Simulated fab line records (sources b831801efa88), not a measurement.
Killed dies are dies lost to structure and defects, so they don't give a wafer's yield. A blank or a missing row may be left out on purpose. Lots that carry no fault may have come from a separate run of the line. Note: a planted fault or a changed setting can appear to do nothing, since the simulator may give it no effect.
fab line records	flow sky130	part 1 of 2: steps 1 to 25 of 35
record: lots: 5	wafers: 15	lastDay: 50
route steps=708 shown VIA2@512 METAL3@532 CAPM@537
lots that met no fault: from a run of the same line without faults
startH: start of the lot's first displayed wafer, in hours after the record's first day	waitH: hours since the lot's step before	" same as the row above	L1.1+2: one row covering several wafers at once	- no value present, or no start provided	* or withheld: withheld	< > ~ a bound
route shown NAME@n: NAME is a module with steps in the file, n the number in the route of the first one	usual: the fault-free wafers' mean and standard deviation	same: alike in all rows	chamber/n: place in a boat	sites: the reading at each site	_std_site: how widely they spread, as a standard deviation	_edge_site: the outer-site mean with the inner-site mean subtracted	radiusMm: how far each site lies from the wafer's centre	mask NAME#n: copy n	behind: the last tool/chamber to shape the wafer	hold: what put the lot on hold/how long, in hours/how the hold closed	device: which transistor (n, p or np) failed to switch	end of line: the route-end tests of the same wafers	a step given without rows: its recipe and nothing more	killed: at the first sort, the dies lost to defects and structure; wafer yield is something else	map: the dies of a wafer, with x for killed, . for not killed, _ for no die there
set.NAME: the run value of the setting; set.NAME@STEP: its run value at that earlier step	model.NAME: the simulator's own value behind a step, which no gauge read
lots seen at some steps along the route; tables by step, rows by wafer
services: a tool's chamber out of use, with start hour (startH, from the record's first day; less than 0 if before it), hours out, and reason
== steps ==
step: SKY_VIA2_HMDS_05
recipe: primeTimeS: 60	primeTempC: 120
usual: resistLineTempC: 23.02/0.11
lot.wafer	tool	chamber	startH	waitH	resistLineTempC
L076.2	lithoTrack-02	0	863.59	0.1	22.95
L076.4	"	0	"	"	22.94
L076.5	"	0	"	"	22.90
L079.2	lithoTrack-02	0	884.54	0.1	22.93
L079.4	"	0	"	"	23.15
L079.5	"	0	"	"	22.93
L093.2	lithoTrack-04	0	978.29	0.1	22.93
L093.4	"	0	"	"	22.99
L093.5	"	0	"	"	23.02
L096.1	lithoTrack-01	0	987.43	0.1	22.97
L096.4	"	0	"	"	23.09
L096.6	"	0	"	"	22.98
L095.3	lithoTrack-01	0	989.58	0.1	23.04
L095.5	"	0	"	"	23.08
L095.6	"	0	"	"	23.15
step: SKY_VIA2_COAT_06
recipe: resist: BARC	tempC: withheld	timeS: withheld	spinRpm: 3000	resistThkNm: 60
usual: resistLineTempC: *
lot.wafer	tool	chamber	startH	waitH	resistLineTempC
L076.2	lithoTrack-02	0	863.74	0.1	*
L076.4	"	0	"	"	*
L076.5	"	0	"	"	*
L079.2	lithoTrack-02	0	884.69	0.1	*
L079.4	"	0	"	"	*
L079.5	"	0	"	"	*
L093.2	lithoTrack-04	0	978.44	0.1	*
L093.4	"	0	"	"	*
L093.5	"	0	"	"	*
L096.1	lithoTrack-01	0	987.58	0.1	*
L096.4	"	0	"	"	*
L096.6	"	0	"	"	*
L095.3	lithoTrack-01	0	989.73	0.1	*
L095.5	"	0	"	"	*
L095.6	"	0	"	"	*
step: SKY_VIA2_COAT_07
recipe: resist: KrF-thick	spinRpm: 3000	resistThkNm: 450
usual: resistLineTempC: 23.01/0.1
lot.wafer	tool	chamber	startH	waitH	resistLineTempC
L076.2	lithoTrack-02	0	-	-	23.07
L076.4	"	0	"	"	23.07
L076.5	"	0	"	"	23.08
L079.2	lithoTrack-02	0	-	-	23.18
L079.4	"	0	"	"	23.11
L079.5	"	0	"	"	23.22
L093.2	lithoTrack-04	0	-	-	23.12
L093.4	"	0	"	"	23.13
L093.5	"	0	"	"	23.11
L096.1	lithoTrack-01	0	-	-	22.99
L096.4	"	0	"	"	23.08
L096.6	"	0	"	"	23.11
L095.3	lithoTrack-01	0	-	-	22.97
L095.5	"	0	"	"	22.98
L095.6	"	0	"	"	23.00
step: SKY_VIA2_SOFTBAKE_08
recipe: tempC: 100	timeS: 90	resist: KrF-thick
usual: resistLineTempC: 22.98/0.12
lot.wafer	tool	chamber	startH	waitH	resistLineTempC
L076.2	lithoTrack-02	0	-	-	22.88
L076.4	"	0	"	"	22.89
L076.5	"	0	"	"	22.81
L079.2	lithoTrack-02	0	-	-	23.26
L079.4	"	0	"	"	23.10
L079.5	"	0	"	"	23.01
L093.2	lithoTrack-04	0	-	-	22.97
L093.4	"	0	"	"	22.88
L093.5	"	0	"	"	22.91
L096.1	lithoTrack-01	0	-	-	23.17
L096.4	"	0	"	"	22.88
L096.6	"	0	"	"	23.15
L095.3	lithoTrack-01	0	-	-	22.98
L095.5	"	0	"	"	22.81
L095.6	"	0	"	"	23.06
step: SKY_VIA2_EXPOSE_09
recipe: maskId: VIM2	na: 0.8	sourceShape: annular	sigmaInner: 0.55	sigmaOuter: 0.85	targetCdNm: 200	doseMj: 38
lot.wafer	tool	chamber	startH	waitH	mask
L076.2+4+5	krfScanner-01	0	-	-	VIM2#0
L079.2+4+5	krfScanner-02	0	-	-	VIM2#0
L093.2+4+5	krfScanner-02	0	-	-	VIM2#0
L096.1+4+6	krfScanner-02	0	-	-	VIM2#0
L095.3+5+6	krfScanner-02	0	-	-	VIM2#0
step: SKY_VIA2_PEB_10
recipe: pebTempC: withheld	pebTimeS: withheld	resist: KrF-thick
usual: resistLineTempC: *
lot.wafer	tool	chamber	startH	waitH	resistLineTempC
L076.2	lithoTrack-01	0	-	-	*
L076.4	"	0	"	"	*
L076.5	"	0	"	"	*
L079.2	lithoTrack-01	0	-	-	*
L079.4	"	0	"	"	*
L079.5	"	0	"	"	*
L093.2	lithoTrack-02	0	-	-	*
L093.4	"	0	"	"	*
L093.5	"	0	"	"	*
L096.1	lithoTrack-02	0	-	-	*
L096.4	"	0	"	"	*
L096.6	"	0	"	"	*
L095.3	lithoTrack-01	0	-	-	*
L095.5	"	0	"	"	*
L095.6	"	0	"	"	*
step: SKY_VIA2_DEVELOP_11
recipe: developTimeS: 60	resist: KrF-thick	devTempC: 21
usual: resistLineTempC: 23.00/0.11
same: developTimeS: 60
lot.wafer	tool	chamber	startH	waitH	resistLineTempC
L076.2	lithoTrack-01	0	-	-	23.09
L076.4	"	0	"	"	23.14
L076.5	"	0	"	"	22.91
L079.2	lithoTrack-01	0	-	-	23.10
L079.4	"	0	"	"	22.96
L079.5	"	0	"	"	22.97
L093.2	lithoTrack-02	0	-	-	22.96
L093.4	"	0	"	"	22.92
L093.5	"	0	"	"	23.01
L096.1	lithoTrack-02	0	-	-	22.96
L096.4	"	0	"	"	23.01
L096.6	"	0	"	"	23.02
L095.3	lithoTrack-01	0	-	-	22.97
L095.5	"	0	"	"	22.88
L095.6	"	0	"	"	23.12
step: SKY_VIA2_CD_MEAS_12
recipe: targetCdNm: 200
usual: cdNm: 200.3/1.5
lot.wafer	tool	chamber	startH	waitH	cdNm
L076.2	cdSem-02	-	876.95	-	199.2
L076.4	"	-	"	"	200.4
L076.5	"	-	"	"	200.4
L079.2	cdSem-02	-	897.75	-	198.7
L079.4	"	-	"	"	198.6
L079.5	"	-	"	"	199.5
L093.2	cdSem-01	-	990.69	-	203.6
L093.4	"	-	"	"	202.2
L093.5	"	-	"	"	203.5
L096.1	cdSem-02	-	1000.17	-	201.2
L096.4	"	-	"	"	202.4
L096.6	"	-	"	"	201.2
L095.3	cdSem-01	-	1001.82	-	200.3
L095.5	"	-	"	"	201.2
L095.6	"	-	"	"	201.8
step: SKY_VIA2_OVL_MEAS_13
usual: VIA2_OVL: -3/4.5
lot.wafer	tool	chamber	startH	waitH	VIA2_OVL[nm]
L076.2	overlay-01	-	877.06	0.1	1
L076.4	"	-	"	"	2
L076.5	"	-	"	"	-5
L079.2	overlay-02	-	897.86	0.1	1
L079.4	"	-	"	"	-9
L079.5	"	-	"	"	-3
L093.2	overlay-02	-	990.79	0.1	-5
L093.4	"	-	"	"	-4
L093.5	"	-	"	"	1
L096.1	overlay-02	-	1000.32	0.1	-3
L096.4	"	-	"	"	-11
L096.6	"	-	"	"	-2
L095.3	overlay-01	-	1001.92	0.1	-1
L095.5	"	-	"	"	-3
L095.6	"	-	"	"	-5
step: SKY_VIA2_ETCH_14
recipe: chemistry: N2/H2	target: BARC	ionEnergyEv: 200	sourceW: 500	biasW: 100	pressureMtorr: 30	n2FlowSccm: 100	h2FlowSccm: 200	stopOn: SiO2	timeS: 45.9	targetDepthA: 600
usual: chamberPressureMTorr: 30.000/0.026	drypumpMotorCurrentA: 5.7/0.58	n2FlowSccm: 100.02/0.28	oesProductAu: 0.855/0.0048	throttleValvePct: 13.225/0.0089
lot.wafer	tool	chamber	startH	waitH	chamberPressureMTorr	drypumpMotorCurrentA	n2FlowSccm	oesProductAu	rfHoursCounterH	throttleValvePct
L076.2	rieDiel-02	2	877.09	0.0	30.021	5.0	100.10	0.851	22	13.221
L076.4	"	2	"	"	30.010	5.0	100.48	0.857	-	13.224
L076.5	"	2	"	"	30.008	5.0	100.04	0.847	-	13.226
L079.2	rieDiel-01	0	897.89	0.0	29.976	5.6	99.76	0.856	10	13.211
L079.4	"	3	"	"	29.983	5.3	99.84	0.859	7	13.229
L079.5	"	2	"	"	29.970	6.7	99.33	0.847	-	13.218
L093.2	rieDiel-01	1	990.82	0.0	30.021	4.8	100.31	0.854	9	13.220
L093.4	"	2	"	"	30.047	6.7	100.11	0.848	14	13.213
L093.5	"	3	"	"	30.018	5.2	99.85	0.860	-	13.225
L096.1	rieDiel-04	1	1000.35	0.0	29.989	6.0	100.04	0.845	17	13.227
L096.4	"	1	"	"	29.982	6.0	100.18	0.850	-	13.227
L096.6	"	2	"	"	29.953	5.5	100.33	0.852	-	13.229
L095.3	rieDiel-02	3	1001.94	0.0	29.978	5.7	99.70	0.861	7	13.233
L095.5	"	3	"	"	30.016	5.7	100.03	0.866	-	13.229
L095.6	"	0	"	"	29.988	6.6	100.25	0.851	-	13.218
step: SKY_VIA2_ETCH_15
recipe: target: SiO2	chemistry: C4F8/O2/Ar	targetDepthNm: 546	stopOn: TiN	maskMaterial: KrF-thick	sourceW: 1500	biasW: 1200	pressureMtorr: 40	c4f8FlowSccm: withheld	O2_flow_sccm: 6	Ar_flow_sccm: 300	timeS: 84
usual: chamberPressureMTorr: 40.01/0.036	oesProductAu: 0.940/0.0046
lot.wafer	tool	chamber	startH	waitH	chamberPressureMTorr	oesProductAu	rfHoursCounterH
L076.2	rieDiel-02	2	877.15	0.0	39.99	0.926	22
L076.4	"	2	"	"	39.99	0.942	-
L076.5	"	2	"	"	40.07	0.940	-
L079.2	rieDiel-01	0	897.93	0.0	40.02	0.933	10
L079.4	"	3	"	"	40.01	0.944	7
L079.5	"	2	"	"	40.01	0.940	-
L093.2	rieDiel-01	1	990.86	0.0	39.98	0.931	9
L093.4	"	2	"	"	40.03	0.941	14
L093.5	"	3	"	"	40.01	0.942	-
L096.1	rieDiel-04	1	1000.40	0.0	40.01	0.943	17
L096.4	"	1	"	"	40.01	0.933	-
L096.6	"	2	"	"	40.00	0.944	-
L095.3	rieDiel-02	3	1001.98	0.0	39.98	0.940	7
L095.5	"	3	"	"	39.96	0.941	-
L095.6	"	0	"	"	40.03	0.941	-
step: SKY_VIA2_STRIP_16
recipe: chemistry: O2/N2	powerW: 1400	pressureMtorr: 1500	platenTempC: withheld	o2FlowSccm: 3000	n2FlowSccm: 300	overashFraction: 0.5
usual: chamberPressureMTorr: 1499.9/1.2	drypumpMotorCurrentA: 5.6/0.39	n2FlowSccm: 300.1/0.85	o2FlowSccm: 3000/9	oesProductAu: 0.398/0.0046	stripTimeToEndpointS: 4.047/0.021
lot.wafer	tool	chamber	startH	waitH	chamberPressureMTorr	drypumpMotorCurrentA	n2FlowSccm	o2FlowSccm	oesProductAu	rfHoursCounterH	stripTimeToEndpointS
L076.2	plasmaAsher-01	1	877.25	0.1	1499.7	5.3	299.7	2999	0.397	77	4.056
L076.4	"	1	"	"	1500.6	5.3	302.0	3004	0.394	-	4.069
L076.5	"	0	"	"	1497.2	5.4	299.4	3002	0.401	-	4.060
L079.2	plasmaAsher-02	1	898.00	0.0	1502.3	5.4	299.1	2994	0.401	16	4.020
L079.4	"	1	"	"	1499.7	5.4	301.4	3008	0.402	-	4.056
L079.5	"	1	"	"	1501.1	5.4	300.5	3002	0.399	-	4.087
L093.2	plasmaAsher-02	0	990.93	0.0	1498.4	6.3	299.4	3000	0.401	26	4.063
L093.4	"	0	"	"	1499.5	6.3	301.1	2985	0.389	-	4.043
L093.5	"	0	"	"	1500.5	6.3	299.5	2987	0.397	-	4.013
L096.1	plasmaAsher-01	0	1000.46	0.0	1501.6	5.4	301.9	3008	0.396	90	4.052
L096.4	"	1	"	"	1499.6	5.3	300.6	2999	0.386	-	4.053
L096.6	"	0	"	"	1499.5	5.4	301.1	2997	0.401	-	4.055
L095.3	plasmaAsher-01	1	1002.08	0.1	1500.2	5.3	301.7	2999	0.393	-	4.043
L095.5	"	0	"	"	1499.7	5.4	300.0	3001	0.394	-	4.042
L095.6	"	1	"	"	1501.6	5.3	300.8	2984	0.405	-	4.073
step: SKY_VIA2_STRIP_17
recipe: chemistry: postEtchResidueRemover	timeS: 1200	tempC: 72.5
lot.wafer	tool	chamber	startH	waitH
L076.2+4+5	wetBench-03	3	877.35	0.1
L079.2+4+5	wetBench-01	1	898.10	0.1
L093.2+4+5	wetBench-04	3	991.03	0.1
L096.1+4+6	wetBench-01	3	1000.56	0.1
L095.3+5+6	wetBench-04	0	1002.15	0.0
step: SKY_VIA2_CLEAN_18
recipe: chemistry: IPA	timeS: 180	tempC: 25
lot.wafer	tool	chamber	startH	waitH
L076.2+4+5	wetBench-01	3	877.72	0.0
L079.2+4+5	wetBench-04	2	898.78	0.0
L093.2+4+5	wetBench-03	3	991.37	0.0
L096.1+4+6	wetBench-01	2	1000.90	0.0
L095.3+5+6	wetBench-03	0	1002.49	0.0
step: SKY_VIA2_CLEAN_19
recipe: chemistry: O3/DIW	dry: n2Spin
lot.wafer	tool	chamber	startH	waitH
L076.2+4+5	wetBench-04	2	877.78	0.0
L079.2+4+5	wetBench-01	1	898.84	0.0
L093.2+4+5	wetBench-01	1	991.43	0.0
L096.1+4+6	wetBench-01	1	1000.96	0.0
L095.3+5+6	wetBench-01	1	1002.55	0.0
step: SKY_VIA2_SPUTTER_20
recipe: material: TiN	targetThkNm: 20	chamberPressurePa: 5	powerW: 4000	timeS: 80
usual: throttleValvePct: 30.0/0.91
lot.wafer	tool	chamber	startH	waitH	throttleValvePct
L076.2	pvdSputter-03	-	877.87	0.0	30.4
L076.4	"	-	"	"	30.7
L076.5	"	-	"	"	31.8
L079.2	pvdSputter-02	-	899.04	0.0	30.0
L079.4	"	-	"	"	29.5
L079.5	"	-	"	"	30.6
L093.2	pvdSputter-02	-	991.52	0.0	30.0
L093.4	"	-	"	"	28.8
L093.5	"	-	"	"	30.0
L096.1	pvdSputter-02	-	1001.05	0.0	29.3
L096.4	"	-	"	"	30.6
L096.6	"	-	"	"	30.6
L095.3	pvdSputter-04	-	1002.64	0.0	30.5
L095.5	"	-	"	"	29.9
L095.6	"	-	"	"	28.5
step: SKY_VIA2_CVD_21
recipe: material: W	targetThkNm: 420	timeS: 126.4	tempC: 400	pressureTorr: 40
usual: heaterPowerW: 798/32
lot.wafer	tool	chamber	startH	waitH	heaterPowerW
L076.2	cvdW-02	0	877.93	0.0	796
L076.4	"	0	"	"	804
L076.5	"	1	"	"	757
L079.2	cvdW-01	0	899.10	0.0	799
L079.4	"	1	"	"	887
L079.5	"	1	"	"	888
L093.2	cvdW-01	1	991.58	0.0	834
L093.4	"	1	"	"	838
L093.5	"	0	"	"	792
L096.1	cvdW-01	1	1001.11	0.0	830
L096.4	"	0	"	"	800
L096.6	"	1	"	"	818
L095.3	cvdW-01	1	1002.75	0.1	830
L095.5	"	1	"	"	833
L095.6	"	0	"	"	809
step: SKY_VIA2_RS_MEAS_22
recipe: thkMeasGauge: four-point-probe	reads: W_of_VIA2_CVD_21+TiN_of_VIA2_SPUTTER_20
usual: VIA2_W_RS: 0.271/0.005
lot.wafer	tool	chamber	startH	waitH	VIA2_W_RS[ohm/sq]
L076.2	filmMetro-04	-	878.08	0.1	0.278
L076.4	"	-	"	"	0.279
L076.5	"	-	"	"	0.274
L079.2	filmMetro-03	-	899.25	0.1	0.274
L079.4	"	-	"	"	0.264
L079.5	"	-	"	"	0.266
L093.2	filmMetro-04	-	991.73	0.1	0.259
L093.4	"	-	"	"	0.258
L093.5	"	-	"	"	0.267
L096.1	filmMetro-02	-	1001.24	0.1	0.262
L096.4	"	-	"	"	0.271
L096.6	"	-	"	"	0.263
L095.3	filmMetro-03	-	1002.87	0.1	0.264
L095.5	"	-	"	"	0.262
L095.6	"	-	"	"	0.274
step: SKY_VIA2_THK_MEAS_23
recipe: thkMeasGauge: xrf	reads: W_of_VIA2_CVD_21
usual: VIA2_W_THK: 431/10
lot.wafer	tool	chamber	startH	waitH	VIA2_W_THK[nm]
L076.2	filmMetro-04	-	878.19	0.1	422
L076.4	"	-	"	"	424
L076.5	"	-	"	"	433
L079.2	filmMetro-03	-	899.36	0.1	424
L079.4	"	-	"	"	442
L079.5	"	-	"	"	436
L093.2	filmMetro-04	-	991.84	0.1	461
L093.4	"	-	"	"	464
L093.5	"	-	"	"	447
L096.1	filmMetro-02	-	1001.36	0.1	441
L096.4	"	-	"	"	426
L096.6	"	-	"	"	436
L095.3	filmMetro-03	-	1002.97	0.1	445
L095.5	"	-	"	"	451
L095.6	"	-	"	"	430
step: SKY_VIA2_CMP_24
recipe: stopOn: SiO2	tOverpolishS: 20	downForcePsi: 3.5	platenRpm: 60	targetThkNm: 0	padVelocityMS: 0.94248
usual: motorCurrentA: 11.0/1.1	overpolishRunS: 19.998/0.0085	slurryFlowMlMin: 150.0/0.43	timeToEndpointS: 102/3.3
lot.wafer	tool	chamber	startH	waitH	motorCurrentA	overpolishRunS	slurryFlowMlMin	timeToEndpointS
L076.2	cmp-02	0	878.29	0.1	11.4	19.987	149.2	104
L076.4	"	1	"	"	10.8	19.990	150.1	100
L076.5	"	0	"	"	11.8	19.992	149.3	103
L079.2	cmp-02	3	899.41	0.0	10.0	19.987	150.2	102
L079.4	"	1	"	"	11.0	19.994	150.0	108
L079.5	"	3	"	"	10.4	20.003	149.5	107
L093.4	cmp-02	3	992.00	0.1	11.4	19.987	149.8	104
L093.2	"	0	"	"	11.5	19.993	149.8	104
L093.5	"	1	"	"	10.8	20.000	150.4	102
L096.4	cmp-01	3	1001.69	0.3	10.8	19.999	149.5	102
L096.1	"	2	"	"	8.2	20.012	150.2	106
L096.6	"	3	"	"	10.9	20.004	150.0	104
L095.3	cmp-01	1	1003.06	0.1	11.9	19.996	150.1	102
L095.6	"	0	"	"	11.6	20.013	150.7	102
L095.5	"	1	"	"	11.6	19.989	149.8	101
step: SKY_METAL3_SPUTTER_00
recipe: material: Ti	targetThkNm: 15	powerW: 3000	timeS: 10	chamberPressurePa: 0.4
usual: throttleValvePct: 30.1/0.89
lot.wafer	tool	chamber	startH	waitH	throttleValvePct
L076.2	pvdSputter-04	-	878.54	0.2	29.8
L076.4	"	-	"	"	30.4
L076.5	"	-	"	"	28.3
L079.2	pvdSputter-04	-	899.71	0.2	29.8
L079.4	"	-	"	"	29.7
L079.5	"	-	"	"	30.4
L093.2	pvdSputter-01	-	992.20	0.1	29.6
L093.4	"	-	"	"	30.4
L093.5	"	-	"	"	30.7
L096.1	pvdSputter-03	-	1001.99	0.1	30.6
L096.4	"	-	"	"	30.4
L096.6	"	-	"	"	30.8
L095.3	pvdSputter-03	-	1003.31	0.2	32.0
L095.5	"	-	"	"	29.4
L095.6	"	-	"	"	30.7
step: SKY_METAL3_SPUTTER_01
recipe: material: TiN	targetThkNm: 20	powerW: 6500	timeS: 16.7	chamberPressurePa: 0.4
usual: throttleValvePct: 30.1/0.88
lot.wafer	tool	chamber	startH	waitH	throttleValvePct
L076.2	pvdSputter-04	-	878.56	0.0	29.8
L076.4	"	-	"	"	30.2
L076.5	"	-	"	"	28.4
L079.2	pvdSputter-04	-	899.74	0.0	29.7
L079.4	"	-	"	"	29.7
L079.5	"	-	"	"	30.4
L093.2	pvdSputter-01	-	992.22	0.0	29.5
L093.4	"	-	"	"	30.5
L093.5	"	-	"	"	31.0
L096.1	pvdSputter-03	-	1002.01	0.0	30.8
L096.4	"	-	"	"	30.5
L096.6	"	-	"	"	30.7
L095.3	pvdSputter-03	-	1003.34	0.0	31.8
L095.5	"	-	"	"	29.7
L095.6	"	-	"	"	30.6
step: SKY_METAL3_SPUTTER_02
recipe: material: AlCu	targetThkNm: 735	powerW: 10600	timeS: 39.1	chamberPressurePa: 0.4
usual: throttleValvePct: 30.1/0.9
lot.wafer	tool	chamber	startH	waitH	throttleValvePct
L076.2	pvdSputter-04	-	878.59	0.0	29.7
L076.4	"	-	"	"	30.2
L076.5	"	-	"	"	28.5
L079.2	pvdSputter-04	-	899.76	0.0	29.5
L079.4	"	-	"	"	29.6
L079.5	"	-	"	"	30.4
L093.2	pvdSputter-01	-	992.25	0.0	29.7
L093.4	"	-	"	"	30.5
L093.5	"	-	"	"	31.0
L096.1	pvdSputter-03	-	1002.04	0.0	30.5
L096.4	"	-	"	"	30.4
L096.6	"	-	"	"	30.7
L095.3	pvdSputter-03	-	1003.36	0.0	31.9
L095.5	"	-	"	"	29.6
L095.6	"	-	"	"	30.9
step: SKY_METAL3_SPUTTER_03
recipe: material: Ti	targetThkNm: 5	powerW: 3000	timeS: 3.3	chamberPressurePa: 0.4
usual: throttleValvePct: 30.1/0.88
lot.wafer	tool	chamber	startH	waitH	throttleValvePct
L076.2	pvdSputter-04	-	878.63	0.0	29.4
L076.4	"	-	"	"	30.1
L076.5	"	-	"	"	28.5
L079.2	pvdSputter-04	-	899.80	0.0	29.3
L079.4	"	-	"	"	29.7
L079.5	"	-	"	"	30.4
L093.2	pvdSputter-01	-	992.29	0.0	29.5
L093.4	"	-	"	"	30.2
L093.5	"	-	"	"	31.0
L096.1	pvdSputter-03	-	1002.08	0.0	30.3
L096.4	"	-	"	"	30.3
L096.6	"	-	"	"	30.6
L095.3	pvdSputter-03	-	1003.40	0.0	31.9
L095.5	"	-	"	"	29.5
L095.6	"	-	"	"	30.5
step: SKY_METAL3_SPUTTER_04
recipe: material: TiN	targetThkNm: 70	powerW: 6500	timeS: 58.3	chamberPressurePa: 0.4
usual: throttleValvePct: 30.1/0.89
lot.wafer	tool	chamber	startH	waitH	throttleValvePct
L076.2	pvdSputter-04	-	878.65	0.0	29.7
L076.4	"	-	"	"	30.3
L076.5	"	-	"	"	28.5
L079.2	pvdSputter-04	-	899.82	0.0	29.9
L079.4	"	-	"	"	29.9
L079.5	"	-	"	"	30.3
L093.2	pvdSputter-01	-	992.31	0.0	29.6
L093.4	"	-	"	"	30.5
L093.5	"	-	"	"	31.0
L096.1	pvdSputter-03	-	1002.10	0.0	30.4
L096.4	"	-	"	"	30.4
L096.6	"	-	"	"	30.3
L095.3	pvdSputter-03	-	1003.42	0.0	32.0
L095.5	"	-	"	"	29.7
L095.6	"	-	"	"	30.8
